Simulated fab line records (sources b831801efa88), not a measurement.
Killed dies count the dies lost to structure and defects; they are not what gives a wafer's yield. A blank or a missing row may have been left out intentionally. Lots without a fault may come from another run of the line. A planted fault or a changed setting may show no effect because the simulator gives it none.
fab line records ; flow gf180mcu
record lots=14; wafers=42; last-day=34
route steps=602 shown NWELL@49 LVPWELL@138 DUAL_GATE@154 CONTACT@288
lots that met no fault: from a run of the same line without faults
start-h: the number of hours between the record's first day and the start of the first shown wafer of the lot ; wait-h: how many hours have passed since the lot's step before this one ; " as in the row above ; L1.1+2: a single row standing in for several wafers ; - either no value or no given start ; * or withheld: withheld ; < > ~ a bound
route shown NAME@n: NAME is a module with steps in the file, n the number in the route of the first one ; usual: average and standard deviation across the fault-free wafers ; same: alike in all rows ; chamber/n: place in a boat ; sites: each site's reading ; _std_site: the values' standard deviation ; _edge_site: outer sites' mean less inner sites' ; radius-mm: for every site, how far away it sits from the centre of the wafer ; mask NAME#n: copy n ; behind: the most recent tool/chamber to have shaped the wafer ; hold: the reason the lot was held/the length of the hold in hours/how it ended ; device: transistor that didn't switch, given as n, p or np ; end of line: the tests these same wafers got at the end of their route ; for a step that has no rows: nothing shown but its recipe ; killed: dies lost to structure and defects at the first sort, not the wafer's yield ; map: per-die view of a wafer (x killed, . not killed, _ where there is no die)
set.NAME: the run value of the setting; set.NAME@STEP: its run value at that earlier step ; model.NAME: the simulator's own value behind a step, which no gauge read
steps of the route over a sample of lots; a table a step, a row a wafer
services: a tool's chamber out of use, with start hour (start-h, from the record's first day; less than 0 if before it), hours out, and reason
## steps
# step GF_NWELL_OVL_MEAS_07
# usual NWELL_OVL=0.3/1.3
lot.wafer;tool;chamber;start-h;wait-h;NWELL_OVL[nm]
L900.1;overlay-02;-;56.94;-;0.5
L900.3;overlay-02;-;56.94;-;-0.3
L900.4;overlay-02;-;56.94;-;1.8
L901.2;overlay-01;-;61.98;-;4.1
L901.3;overlay-01;-;61.98;-;3.2
L901.4;overlay-01;-;61.98;-;2.3
L902.4;overlay-01;-;65.88;-;1.6
L902.5;overlay-01;-;65.88;-;1.7
L902.6;overlay-01;-;65.88;-;0.9
L903.2;overlay-02;-;71.29;-;-1.3
L903.3;overlay-02;-;71.29;-;1.1
L903.5;overlay-02;-;71.29;-;0.1
L904.1;overlay-01;-;80.98;-;-1.0
L904.4;overlay-01;-;80.98;-;-1.9
L904.6;overlay-01;-;80.98;-;0.9
L905.2;overlay-01;-;89.02;-;-0.6
L905.4;overlay-01;-;89.02;-;-1.5
L905.5;overlay-01;-;89.02;-;-0.4
L906.3;overlay-02;-;92.48;-;-0.1
L906.5;overlay-02;-;92.48;-;0.5
L906.6;overlay-02;-;92.48;-;0.7
L908.1;overlay-01;-;100.73;-;0.1
L908.3;overlay-01;-;100.73;-;0.2
L908.5;overlay-01;-;100.73;-;-0.6
L909.2;overlay-01;-;111.38;-;-1.0
L909.4;overlay-01;-;111.38;-;1.3
L909.5;overlay-01;-;111.38;-;0.7
L912.2;overlay-01;-;122.23;-;1.4
L912.3;overlay-01;-;122.23;-;1.2
L912.6;overlay-01;-;122.23;-;1.0
L914.4;overlay-02;-;133.84;-;-0.3
L914.5;overlay-02;-;133.84;-;0.8
L914.6;overlay-02;-;133.84;-;1.0
L917.2;overlay-01;-;149.34;-;2.5
L917.4;overlay-01;-;149.34;-;0.5
L917.5;overlay-01;-;149.34;-;1.7
L922.4;overlay-01;-;176.89;-;-3.2
L922.5;overlay-01;-;176.89;-;-1.8
L922.6;overlay-01;-;176.89;-;-3.3
L923.2;overlay-02;-;180.27;-;-0.4
L923.3;overlay-02;-;180.27;-;-1.4
L923.4;overlay-02;-;180.27;-;-0.2
# step GF_VT_IMPLANT_RS_MEAS_48
# recipe thk-meas-gauge=four-point-probe
# usual LVPWELL_RS=1195.8/3
lot.wafer;tool;chamber;start-h;wait-h;LVPWELL_RS[ohm/sq]
L900.1;film-metro-03;-;161.45;0.1;1192.6
L900.3;film-metro-03;-;161.45;0.1;1195.8
L900.4;film-metro-03;-;161.45;0.1;1192.2
L901.2;film-metro-01;-;168.48;0.1;1198.7
L901.3;film-metro-01;-;168.48;0.1;1199.9
L901.4;film-metro-01;-;168.48;0.1;1200.2
L902.4;film-metro-04;-;173.62;0.1;1190.5
L902.5;film-metro-04;-;173.62;0.1;1192.1
L902.6;film-metro-04;-;173.62;0.1;1193.2
L903.2;film-metro-04;-;180.24;0.1;1195.9
L903.3;film-metro-04;-;180.24;0.1;1194.7
L903.5;film-metro-04;-;180.24;0.1;1193.1
L904.1;film-metro-04;-;190.42;0.1;1199.3
L904.4;film-metro-04;-;190.42;0.1;1196.3
L904.6;film-metro-04;-;190.42;0.1;1196.4
L905.2;film-metro-04;-;202.42;0.1;1197.2
L905.4;film-metro-04;-;202.42;0.1;1198.4
L905.5;film-metro-04;-;202.42;0.1;1200.4
L906.3;film-metro-03;-;206.49;0.1;1197.6
L906.5;film-metro-03;-;206.49;0.1;1192.2
L906.6;film-metro-03;-;206.49;0.1;1194.2
L908.1;film-metro-04;-;215.85;0.1;1195.9
L908.3;film-metro-04;-;215.85;0.1;1193.0
L908.5;film-metro-04;-;215.85;0.1;1195.2
L909.2;film-metro-01;-;228.62;0.1;1198.9
L909.4;film-metro-01;-;228.62;0.1;1198.6
L909.5;film-metro-01;-;228.62;0.1;1198.1
L912.2;film-metro-04;-;242.64;0.1;1196.3
L912.3;film-metro-04;-;242.64;0.1;1199.3
L912.6;film-metro-04;-;242.64;0.1;1193.8
L914.4;film-metro-01;-;254.87;0.1;1195.3
L914.5;film-metro-01;-;254.87;0.1;1194.4
L914.6;film-metro-01;-;254.87;0.1;1198.4
L917.2;film-metro-03;-;274.23;0.1;1193.3
L917.4;film-metro-03;-;274.23;0.1;1194.7
L917.5;film-metro-03;-;274.23;0.1;1190.7
L922.4;film-metro-04;-;307.56;0.1;1193.2
L922.5;film-metro-04;-;307.56;0.1;1194.9
L922.6;film-metro-04;-;307.56;0.1;1197.7
L923.2;film-metro-01;-;314.84;0.1;1196.6
L923.3;film-metro-01;-;314.84;0.1;1197.2
L923.4;film-metro-01;-;314.84;0.1;1194.3
# step GF_DUAL_GATE_STRIP_13
# recipe chemistry=O2/N2; power-w=1400; pressure-mtorr=1500; platen-temp-c=250; o2-flow-sccm=3000; n2-flow-sccm=300; overash-fraction=0.5
# usual drypump-motor-current-A=5.65/0.17; heater-power-w=350/25; oes-product-au=0.716/0.0051; overash-fraction=0.5/0; strip-time-to-endpoint-s=12.624/0.03
lot.wafer;tool;chamber;start-h;wait-h;drypump-motor-current-A;heater-power-w;oes-product-au;overash-fraction;rf-hours-counter-h;strip-time-to-endpoint-s
L900.1;plasma-asher-02;0;180.04;0.0;5.70;311;0.707;0.5;6;12.676
L900.3;plasma-asher-02;1;180.04;0.0;5.84;337;0.719;0.5;-;12.635
L900.4;plasma-asher-02;0;180.04;0.0;5.68;320;0.725;0.5;-;12.672
L901.2;plasma-asher-04;0;186.95;0.0;5.73;357;0.711;0.5;39;12.617
L901.3;plasma-asher-04;1;186.95;0.0;5.21;329;0.721;0.5;-;12.632
L901.4;plasma-asher-04;0;186.95;0.0;5.72;353;0.713;0.5;-;12.630
L902.4;plasma-asher-02;1;192.16;0.0;5.84;331;0.718;0.5;-;12.619
L902.5;plasma-asher-02;1;192.16;0.0;5.83;324;0.719;0.5;-;12.619
L902.6;plasma-asher-02;0;192.16;0.0;5.66;318;0.715;0.5;-;12.660
L903.2;plasma-asher-02;0;200.28;0.0;5.69;324;0.713;0.5;9;12.634
L903.3;plasma-asher-02;1;200.28;0.0;5.83;326;0.715;0.5;-;12.640
L903.5;plasma-asher-02;1;200.28;0.0;5.79;337;0.715;0.5;-;12.614
L904.1;plasma-asher-03;1;209.75;0.0;5.65;367;0.707;0.5;54;12.630
L904.4;plasma-asher-03;0;209.75;0.0;5.70;385;0.716;0.5;-;12.669
L904.6;plasma-asher-03;0;209.75;0.0;5.69;382;0.724;0.5;-;12.667
L905.2;plasma-asher-03;1;222.28;0.0;5.65;360;0.709;0.5;55;12.578
L905.4;plasma-asher-03;0;222.28;0.0;5.70;373;0.717;0.5;-;12.587
L905.5;plasma-asher-03;1;222.28;0.0;5.66;360;0.710;0.5;-;12.618
L906.3;plasma-asher-03;0;225.52;0.0;5.69;383;0.715;0.5;-;12.652
L906.5;plasma-asher-03;1;225.52;0.0;5.67;369;0.717;0.5;-;12.621
L906.6;plasma-asher-03;0;225.52;0.0;5.67;389;0.711;0.5;-;12.657
L908.1;plasma-asher-02;0;236.39;0.0;5.67;314;0.716;0.5;12;12.670
L908.3;plasma-asher-02;0;236.39;0.0;5.69;316;0.721;0.5;-;12.658
L908.5;plasma-asher-02;1;236.39;0.0;5.86;328;0.717;0.5;-;12.675
L909.2;plasma-asher-04;0;249.28;0.0;5.73;360;0.715;0.5;45;12.613
L909.4;plasma-asher-04;1;249.28;0.0;5.21;314;0.727;0.5;-;12.658
L909.5;plasma-asher-04;0;249.28;0.0;5.73;366;0.715;0.5;-;12.615
L912.2;plasma-asher-03;1;263.40;0.0;5.66;362;0.663;0.7;59;12.627
L912.3;plasma-asher-03;1;263.40;0.0;5.63;368;0.668;0.7;-;12.611
L912.6;plasma-asher-03;0;263.40;0.0;5.68;378;0.667;0.7;-;12.626
L914.4;plasma-asher-03;0;275.81;0.0;5.71;386;0.645;0.7;-;12.619
L914.5;plasma-asher-03;1;275.81;0.0;5.65;372;0.659;0.7;-;12.609
L914.6;plasma-asher-03;0;275.81;0.0;5.67;379;0.660;0.7;-;12.597
L917.2;plasma-asher-02;1;295.84;0.0;5.83;333;0.720;0.5;19;12.613
L917.4;plasma-asher-02;1;295.84;0.0;5.86;329;0.724;0.5;-;12.616
L917.5;plasma-asher-02;1;295.84;0.0;5.87;331;0.712;0.5;-;12.579
L922.4;plasma-asher-03;1;330.16;0.0;5.64;355;0.716;0.5;-;12.619
L922.5;plasma-asher-03;0;330.16;0.0;5.67;392;0.714;0.5;-;12.582
L922.6;plasma-asher-03;1;330.16;0.0;5.63;362;0.715;0.5;-;12.581
L923.2;plasma-asher-02;0;338.74;0.0;5.68;325;0.715;0.5;23;12.600
L923.3;plasma-asher-02;0;338.74;0.0;5.68;324;0.716;0.5;-;12.591
L923.4;plasma-asher-02;1;338.74;0.0;5.84;328;0.715;0.5;-;12.589
# step GF_CONTACT_THK_MEAS_01
# recipe reads=SiO2_of_CONTACT_CVD_00
# usual CONTACT_CVD_00_THK=300/3.4
lot.wafer;tool;chamber;start-h;wait-h;CONTACT_CVD_00_THK[nm]
L900.1;film-metro-01;-;344.08;0.0;309
L900.3;film-metro-01;-;344.08;0.0;304
L900.4;film-metro-01;-;344.08;0.0;305
L901.2;film-metro-01;-;352.94;0.0;304
L901.3;film-metro-01;-;352.94;0.0;303
L901.4;film-metro-01;-;352.94;0.0;305
L902.4;film-metro-04;-;358.02;0.0;303
L902.5;film-metro-04;-;358.02;0.0;302
L902.6;film-metro-04;-;358.02;0.0;303
L903.2;film-metro-03;-;375.54;0.0;301
L903.3;film-metro-03;-;375.54;0.0;300
L903.5;film-metro-03;-;375.54;0.0;302
L904.1;film-metro-04;-;380.64;0.0;295
L904.4;film-metro-04;-;380.64;0.0;299
L904.6;film-metro-04;-;380.64;0.0;301
L905.2;film-metro-03;-;402.40;0.0;301
L905.4;film-metro-03;-;402.40;0.0;300
L905.5;film-metro-03;-;402.40;0.0;297
L906.3;film-metro-01;-;405.97;0.0;297
L906.5;film-metro-01;-;405.97;0.0;299
L906.6;film-metro-01;-;405.97;0.0;293
L908.1;film-metro-03;-;417.69;0.0;302
L908.3;film-metro-03;-;417.69;0.0;301
L908.5;film-metro-03;-;417.69;0.0;298
L909.2;film-metro-03;-;434.40;0.0;299
L909.4;film-metro-03;-;434.40;0.0;297
L909.5;film-metro-03;-;434.40;0.0;296
L912.2;film-metro-03;-;449.10;0.1;300
L912.3;film-metro-03;-;449.10;0.1;298
L912.6;film-metro-03;-;449.10;0.1;300
L914.4;film-metro-01;-;469.00;0.0;299
L914.5;film-metro-01;-;469.00;0.0;299
L914.6;film-metro-01;-;469.00;0.0;298
L917.2;film-metro-04;-;491.13;0.0;295
L917.4;film-metro-04;-;491.13;0.0;302
L917.5;film-metro-04;-;491.13;0.0;304
L922.4;film-metro-01;-;530.95;0.0;299
L922.5;film-metro-01;-;530.95;0.0;297
L922.6;film-metro-01;-;530.95;0.0;296
L923.2;film-metro-03;-;538.19;0.0;300
L923.3;film-metro-03;-;538.19;0.0;298
L923.4;film-metro-03;-;538.19;0.0;302
## services
tool;chamber;start-h;hours;kind
plasma-asher-03;-;283.32;1.3;repair
plasma-asher-03;-;289.55;2.9;repair
plasma-asher-04;-;301.93;12.0;repair
plasma-asher-02;-;310.85;2.8;pm
## key
first-sign step=GF_DUAL_GATE_STRIP_13; reading=overash-fraction; direction=up; sigmas=99+; usual=0.5; struck=0.7
effect step=GF_DUAL_GATE_STRIP_13; reading=oes-product-au; direction=down; sigmas=11; usual=0.716; struck=0.660
met-at GF_DUAL_GATE_STRIP_13
struck-lots L912,L914
tester-left-out L912,L914
not-acting-at GF_NWELL_OVL_MEAS_07,GF_VT_IMPLANT_RS_MEAS_48,GF_CONTACT_THK_MEAS_01
onset-between 225.52 263.40
fault kind=process-parameter-drift; tool=plasma-asher-03; chamber=-; onset-h=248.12; steps=GF_DUAL_GATE_STRIP_13; channel=overash-fraction; offset=0.2; shape=step; end-h=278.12; acts-in=these-recipes-only; stated=0.5
# tester-left-out: of these lots the tester's yield and bins aren't shown, on N5 and GAA mostly nor the transistor test; their killed dies are dies lost to structure and defects alone, not to doping, threshold or leakage, so they don't give the yield
